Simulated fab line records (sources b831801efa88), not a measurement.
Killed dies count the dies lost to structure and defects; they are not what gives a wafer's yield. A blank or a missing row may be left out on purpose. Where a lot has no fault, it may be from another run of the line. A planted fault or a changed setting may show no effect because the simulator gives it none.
The same fault as seen by 2 desks    flow sky130    what lay behind the numbers comes last; until then each desk has only its own

## AT THE TOOL OWNER'S DESK: pvd_sputter-02
The tool's own readings at SKY_METAL1_SPUTTER_03 (material Ti, target thk 5 nm, time 3.3 s): means of the sampled wafers that have a number, for each lot that ran on this tool. A lot is out of limits, marked OUT, if its mean lies more than 4 standard deviations from the usual mean; the brackets give that distance.
Columns: A = cathode_dc_power_W at SKY_METAL1_SPUTTER_03, usual 3000.0 W; B = throttle_valve_pct at SKY_METAL1_SPUTTER_03, usual 30.0 %
lot   first seen here  A                         B
L716  day 32 21:08     2999.5                    29.4
L720  day 33 20:58     3091.1 (+99 or more) OUT  29.4
L723  day 35 01:16     3091.2 (+99 or more) OUT  30.5
L731  day 37 16:25     3000.1                    30.2
L733  day 37 19:16     3000.1                    30.0
This desk's finding: out of limits on L720, L723; first on L720, day 33 20:58 (cathode_dc_power_W at SKY_METAL1_SPUTTER_03). L716, L731, L733: within limits.

## AT THE METROLOGY DESK
Lot by lot, what the gauges showed, no matter which tool ran the lot: averages of those sampled wafers that carry a number. A lot is out of limits, marked OUT, if its mean lies more than 4 standard deviations from the usual mean; the brackets give that distance.
Columns: A = CONTACT_CVD_00_THK at SKY_CONTACT_THK_MEAS_01, usual 75.1 nm; B = METAL1_ALCU_THK at SKY_METAL1_THK_MEAS_06, usual 246.8 nm; C = cd_nm at SKY_METAL1_CD_MEAS_15, usual 139.6 nm
lot   first seen here  A     B      C
L715  day 30 21:47     74.8  247.2  139.4
L716  day 31 15:29     75.3  250.1  142.1
L720  day 32 15:38     75.3  247.6  140.5
L723  day 33 19:55     73.9  250.8  140.1
L727  day 34 16:35     74.1  245.6  139.3
L729  day 35 16:44     75.3  245.5  142.0
L730  day 36 10:02     74.7  247.6  136.9
L732  day 36 10:54     76.2  245.1  140.1
L731  day 36 12:12     75.1  251.0  137.6
L733  day 36 15:04     75.4  248.6  137.3
L734  day 37 04:23     74.3  241.4  138.3
L735  day 37 11:31     74.9  245.2  138.3
L736  day 37 17:06     74.3  243.9  137.7
This desk's finding: nothing out of limits on any of the 13 lots.

## PUT TOGETHER
On L720, L723, at day 33 20:58, an alarm was possible from the tool owner's desk.
At the metrology desk, nothing out of limits was observed.
The metrology desk holds a record of L720, L723, inside its limits.
SKY_METAL1_SPUTTER_03 was run on pvd_sputter-02 by each of the lots named.

## WHAT HAD BEEN PUT IN BY THE SIMULATOR
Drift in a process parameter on pvd_sputter-02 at SKY_METAL1_SPUTTER_03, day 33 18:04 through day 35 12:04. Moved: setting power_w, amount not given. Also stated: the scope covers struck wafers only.
Shown lots that were struck: L720, L723.
How many hours passed from the start of the fault until each desk's first out-of-limits reading: the tool owner's desk, 3.
